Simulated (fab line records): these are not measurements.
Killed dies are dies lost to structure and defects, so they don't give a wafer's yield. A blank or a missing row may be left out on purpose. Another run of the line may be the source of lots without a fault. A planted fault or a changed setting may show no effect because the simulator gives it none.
Which of the tools did it? :: flow sky130 :: Sampling: 12 lots, 36 wafers, 5 of 708 route steps

== WHAT THE GAUGES READ, wafer by wafer ==
The record holds no reading of a measuring or inspecting step that can be judged against a usual standard deviation.

== WHAT TOOL EACH LOT RAN ON (gives the tool, then ch and the chambers of the sampled wafers, and finally the start) ==
lot: L835
SKY_POLY_GATE_ETCH_15: rie_diel-03 ch 1,2,3, day 16 22:15
SKY_POLY_GATE_ETCH_17: rie_si-01 ch 0,1,2, day 16 22:26
SKY_POLY_CUT_SOFTBAKE_04: litho_track-04 ch 0, day 24 01:00
SKY_RES_XHIGH_STRIP_08: plasma_asher-01 ch 0,1, day 27 04:01
SKY_PAD_OPEN_PROBE_99: -

lot: L834
SKY_POLY_GATE_ETCH_15: rie_diel-03 ch 0,2,3, day 16 22:40
SKY_POLY_GATE_ETCH_17: rie_si-02 ch 0,3, day 16 22:51
SKY_POLY_CUT_SOFTBAKE_04: litho_track-04 ch 0, day 24 04:00
SKY_RES_XHIGH_STRIP_08: plasma_asher-03 ch 0,1, day 27 07:19
SKY_PAD_OPEN_PROBE_99: -

lot: L836
SKY_POLY_GATE_ETCH_15: rie_diel-03 ch 1,2, day 17 02:19
SKY_POLY_GATE_ETCH_17: rie_si-02 ch 1,2, day 17 02:30
SKY_POLY_CUT_SOFTBAKE_04: litho_track-02 ch 0, day 24 10:00
SKY_RES_XHIGH_STRIP_08: plasma_asher-03 ch 0, day 27 12:20
SKY_PAD_OPEN_PROBE_99: -

lot: L837
SKY_POLY_GATE_ETCH_15: rie_diel-01 ch 0,2,3, day 17 05:39
SKY_POLY_GATE_ETCH_17: rie_si-02 ch 2,3, day 17 05:50
SKY_POLY_CUT_SOFTBAKE_04: litho_track-04 ch 0, day 24 11:00
SKY_RES_XHIGH_STRIP_08: plasma_asher-03 ch 0,1, day 27 13:36
SKY_PAD_OPEN_PROBE_99: -

lot: L838
SKY_POLY_GATE_ETCH_15: rie_diel-03 ch 0,2,3, day 17 10:24
SKY_POLY_GATE_ETCH_17: rie_si-02 ch 0,2,3, day 17 10:35
SKY_POLY_CUT_SOFTBAKE_04: litho_track-04 ch 0, day 24 17:00
SKY_RES_XHIGH_STRIP_08: plasma_asher-03 ch 0,1, day 27 20:24
SKY_PAD_OPEN_PROBE_99: -

lot: L839
SKY_POLY_GATE_ETCH_15: rie_diel-03 ch 2,3, day 17 23:34
SKY_POLY_GATE_ETCH_17: rie_si-01 ch 0,1,3, day 17 23:44
SKY_POLY_CUT_SOFTBAKE_04: litho_track-02 ch 0, day 25 06:00
SKY_RES_XHIGH_STRIP_08: plasma_asher-01 ch 0,1, day 28 08:50
SKY_PAD_OPEN_PROBE_99: -

lot: L843
SKY_POLY_GATE_ETCH_15: rie_diel-01 ch 1,2, day 20 09:31
SKY_POLY_GATE_ETCH_17: rie_si-01 ch 0,1,3, day 20 09:42
SKY_POLY_CUT_SOFTBAKE_04: litho_track-02 ch 0, day 27 14:00
SKY_RES_XHIGH_STRIP_08: plasma_asher-03 ch 0,1, day 30 16:52
SKY_PAD_OPEN_PROBE_99: prober-01, day 48 14:10

lot: L846
SKY_POLY_GATE_ETCH_15: rie_diel-03 ch 0,1, day 21 01:36
SKY_POLY_GATE_ETCH_17: rie_si-02 ch 0,3, day 21 01:47
SKY_POLY_CUT_SOFTBAKE_04: litho_track-02 ch 0, day 28 04:00
SKY_RES_XHIGH_STRIP_08: plasma_asher-01 ch 0,1, day 31 04:46
SKY_PAD_OPEN_PROBE_99: prober-01, day 49 00:16

lot: L849
SKY_POLY_GATE_ETCH_15: rie_diel-03 ch 0,1,2, day 21 21:19
SKY_POLY_GATE_ETCH_17: rie_si-01 ch 1,2,3, day 21 21:30
SKY_POLY_CUT_SOFTBAKE_04: litho_track-04 ch 0, day 28 22:00
SKY_RES_XHIGH_STRIP_08: plasma_asher-01 ch 0,1, day 31 22:50
SKY_PAD_OPEN_PROBE_99: -

lot: L852
SKY_POLY_GATE_ETCH_15: rie_diel-04 ch 0,1, day 22 22:21
SKY_POLY_GATE_ETCH_17: rie_si-02 ch 0,1,3, day 22 22:32
SKY_POLY_CUT_SOFTBAKE_04: litho_track-03 ch 0, day 29 22:00
SKY_RES_XHIGH_STRIP_08: plasma_asher-04 ch 0, day 32 21:20
SKY_PAD_OPEN_PROBE_99: -

lot: L856
SKY_POLY_GATE_ETCH_15: rie_diel-04 ch 0,1,2, day 24 10:16
SKY_POLY_GATE_ETCH_17: rie_si-02 ch 0,2,3, day 24 10:27
SKY_POLY_CUT_SOFTBAKE_04: litho_track-02 ch 0, day 31 08:00
SKY_RES_XHIGH_STRIP_08: plasma_asher-03 ch 0,1, day 34 06:51
SKY_PAD_OPEN_PROBE_99: -

lot: L857
SKY_POLY_GATE_ETCH_15: rie_diel-03 ch 1,2,3, day 24 15:57
SKY_POLY_GATE_ETCH_17: rie_si-01 ch 2,3, day 24 16:08
SKY_POLY_CUT_SOFTBAKE_04: litho_track-02 ch 0, day 31 13:00
SKY_RES_XHIGH_STRIP_08: plasma_asher-04 ch 0,1, day 34 10:10
SKY_PAD_OPEN_PROBE_99: -
- SKY_POLY_GATE_ETCH_15: etches BARC in N2/H2, stops on SiO2, time 118.5 s, target depth 110 nm.
- SKY_POLY_GATE_ETCH_17: etches poly-Si in HBr/Cl2, stops on SiO2, target depth 180 nm, time 70.5 s.
- SKY_POLY_CUT_SOFTBAKE_04: time 90 s.
- SKY_RES_XHIGH_STRIP_08: strips in O2/N2.
- SKY_PAD_OPEN_PROBE_99

== WHAT THE TOOLS THEMSELVES READ (means of the sampled wafers that have a number; where no wafer has one, the mark that the record gives instead) ==
SKY_POLY_GATE_ETCH_15.
lot: L835
tool: rie_diel-03
drypump_motor_current_A (A): 5.3
oes_product_au (a.u.): 0.715
throttle_valve_pct (%): 13.208

lot: L834
tool: rie_diel-03
drypump_motor_current_A (A): 5.3
oes_product_au (a.u.): 0.717
throttle_valve_pct (%): 13.210

lot: L836
tool: rie_diel-03
drypump_motor_current_A (A): 5.3
oes_product_au (a.u.): 0.714
throttle_valve_pct (%): 13.209

lot: L837
tool: rie_diel-01
drypump_motor_current_A (A): 5.5
oes_product_au (a.u.): 0.715
throttle_valve_pct (%): 13.217

lot: L838
tool: rie_diel-03
drypump_motor_current_A (A): 5.3
oes_product_au (a.u.): 0.719
throttle_valve_pct (%): 13.209

lot: L839
tool: rie_diel-03
drypump_motor_current_A (A): 5.1
oes_product_au (a.u.): 0.713
throttle_valve_pct (%): 13.213

lot: L843
tool: rie_diel-01
drypump_motor_current_A (A): 5.3
oes_product_au (a.u.): 0.718
throttle_valve_pct (%): 13.218

lot: L846
tool: rie_diel-03
drypump_motor_current_A (A): 5.8
oes_product_au (a.u.): 0.719
throttle_valve_pct (%): 13.225

lot: L849
tool: rie_diel-03
drypump_motor_current_A (A): 5.5
oes_product_au (a.u.): 0.711
throttle_valve_pct (%): 13.217

lot: L852
tool: rie_diel-04
drypump_motor_current_A (A): 5.6
oes_product_au (a.u.): 0.712
throttle_valve_pct (%): 13.208

lot: L856
tool: rie_diel-04
drypump_motor_current_A (A): 5.6
oes_product_au (a.u.): 0.717
throttle_valve_pct (%): 13.214

lot: L857
tool: rie_diel-03
drypump_motor_current_A (A): 5.3
oes_product_au (a.u.): 0.711
throttle_valve_pct (%): 13.213

SKY_POLY_GATE_ETCH_17.
lot: L835
tool: rie_si-01
drypump_motor_current_A (A): 5.93
oes_product_au (a.u.): 0.983
throttle_valve_pct (%): 33.689

lot: L834
tool: rie_si-02
drypump_motor_current_A (A): 5.91
oes_product_au (a.u.): 0.992
throttle_valve_pct (%): 33.690

lot: L836
tool: rie_si-02
drypump_motor_current_A (A): 5.49
oes_product_au (a.u.): 0.987
throttle_valve_pct (%): 33.685

lot: L837
tool: rie_si-02
drypump_motor_current_A (A): 5.56
oes_product_au (a.u.): 0.980
throttle_valve_pct (%): 33.677

lot: L838
tool: rie_si-02
drypump_motor_current_A (A): 5.76
oes_product_au (a.u.): 0.988
throttle_valve_pct (%): 33.690

lot: L839
tool: rie_si-01
drypump_motor_current_A (A): 5.97
oes_product_au (a.u.): 0.992
throttle_valve_pct (%): 33.680

lot: L843
tool: rie_si-01
drypump_motor_current_A (A): 5.98
oes_product_au (a.u.): 0.989
throttle_valve_pct (%): 33.691

lot: L846
tool: rie_si-02
drypump_motor_current_A (A): 5.96
oes_product_au (a.u.): 0.989
throttle_valve_pct (%): 33.679

lot: L849
tool: rie_si-01
drypump_motor_current_A (A): 5.90
oes_product_au (a.u.): 0.984
throttle_valve_pct (%): 33.686

lot: L852
tool: rie_si-02
drypump_motor_current_A (A): 5.84
oes_product_au (a.u.): 0.983
throttle_valve_pct (%): 33.686

lot: L856
tool: rie_si-02
drypump_motor_current_A (A): 5.74
oes_product_au (a.u.): 0.988
throttle_valve_pct (%): 33.687

lot: L857
tool: rie_si-01
drypump_motor_current_A (A): 5.78
oes_product_au (a.u.): 0.977
throttle_valve_pct (%): 33.693

SKY_POLY_CUT_SOFTBAKE_04.
lot: L835
tool: litho_track-04
exhaust_pa (Pa): 43.9
run_length_s (s): 118.88

lot: L834
tool: litho_track-04
exhaust_pa (Pa): 45.5
run_length_s (s): 118.86

lot: L836
tool: litho_track-02
exhaust_pa (Pa): 43.7
run_length_s (s): 119.12

lot: L837
tool: litho_track-04
exhaust_pa (Pa): 44.5
run_length_s (s): 118.84

lot: L838
tool: litho_track-04
exhaust_pa (Pa): 44.4
run_length_s (s): 118.93

lot: L839
tool: litho_track-02
exhaust_pa (Pa): 45.2
run_length_s (s): 119.15

lot: L843
tool: litho_track-02
exhaust_pa (Pa): 44.6
run_length_s (s): 124.42

lot: L846
tool: litho_track-02
exhaust_pa (Pa): 44.7
run_length_s (s): 124.48

lot: L849
tool: litho_track-04
exhaust_pa (Pa): 44.4
run_length_s (s): 118.94

lot: L852
tool: litho_track-03
exhaust_pa (Pa): 45.0
run_length_s (s): 119.36

lot: L856
tool: litho_track-02
exhaust_pa (Pa): 45.6
run_length_s (s): 119.14

lot: L857
tool: litho_track-02
exhaust_pa (Pa): 44.8
run_length_s (s): 119.10

SKY_RES_XHIGH_STRIP_08.
lot: L835
tool: plasma_asher-01
drypump_motor_current_A (A): 5.5
oes_product_au (a.u.): 0.708
strip_time_to_endpoint_s (s): 14.26

lot: L834
tool: plasma_asher-03
drypump_motor_current_A (A): 5.2
oes_product_au (a.u.): 0.714
strip_time_to_endpoint_s (s): 14.23

lot: L836
tool: plasma_asher-03
drypump_motor_current_A (A): 5.2
oes_product_au (a.u.): 0.711
strip_time_to_endpoint_s (s): 14.25

lot: L837
tool: plasma_asher-03
drypump_motor_current_A (A): 5.3
oes_product_au (a.u.): 0.710
strip_time_to_endpoint_s (s): 14.27

lot: L838
tool: plasma_asher-03
drypump_motor_current_A (A): 5.2
oes_product_au (a.u.): 0.713
strip_time_to_endpoint_s (s): 14.24

lot: L839
tool: plasma_asher-01
drypump_motor_current_A (A): 5.5
oes_product_au (a.u.): 0.709
strip_time_to_endpoint_s (s): 14.22

lot: L843
tool: plasma_asher-03
drypump_motor_current_A (A): 5.2
oes_product_au (a.u.): 0.711
strip_time_to_endpoint_s (s): 14.30

lot: L846
tool: plasma_asher-01
drypump_motor_current_A (A): 5.1
oes_product_au (a.u.): 0.712
strip_time_to_endpoint_s (s): 14.32

lot: L849
tool: plasma_asher-01
drypump_motor_current_A (A): 5.1
oes_product_au (a.u.): 0.711
strip_time_to_endpoint_s (s): 14.28

lot: L852
tool: plasma_asher-04
drypump_motor_current_A (A): 5.5
oes_product_au (a.u.): 0.713
strip_time_to_endpoint_s (s): 14.26

lot: L856
tool: plasma_asher-03
drypump_motor_current_A (A): 5.2
oes_product_au (a.u.): 0.708
strip_time_to_endpoint_s (s): 14.23

lot: L857
tool: plasma_asher-04
drypump_motor_current_A (A): 5.5
oes_product_au (a.u.): 0.709
strip_time_to_endpoint_s (s): 14.21

SKY_PAD_OPEN_PROBE_99.
lot: L843
tool: prober-01
killed_at_M0_to_M3: 43
killed_at_M4_up: 2.7
killed_at_contacts: 34
killed_at_front_end: 13
killed_at_other: 0.3
killed_dies: 92
killed_open: 54
killed_short: 37

lot: L846
tool: prober-01
killed_at_M0_to_M3: 36
killed_at_M4_up: 2.3
killed_at_contacts: 25
killed_at_front_end: 18
killed_at_other: 1.0
killed_dies: 82
killed_open: 46
killed_short: 34

== THE ANSWER, worked out from the rows above alone ==
Rule: the usual values come from the lots themselves. Put in order of their means at a reading, lots are off if they are a third of the lots or fewer, leave a main group of 4 or more, and stand apart from it by a gap of 3 or more times the standard deviation of the main group's means; of several such gaps the widest counts. If all means in a main group match to the digits the tables above print for the reading, that group is not used. A lot without any number at a reading at which 4 lots or more have one is off too. The other lots that the step has rows for count as sound. First the gauges in route order, then the tools' own readings, where a lot's mean is used as printed above. The first step at which some lot is off is used, and at that step the reading that is off furthest; a lot without a number counts as furthest.
Off at SKY_POLY_CUT_SOFTBAKE_04 (run_length_s): L843, L846. Main group: mean 119.03 s, sd 0.16.
If a tool, at that step or one of the process steps before it, ran each lot that is off and ran no sound lot following the first of them, it fits. None of those tried fits.

== WHAT WAS PUT IN BY THE SIMULATOR ==
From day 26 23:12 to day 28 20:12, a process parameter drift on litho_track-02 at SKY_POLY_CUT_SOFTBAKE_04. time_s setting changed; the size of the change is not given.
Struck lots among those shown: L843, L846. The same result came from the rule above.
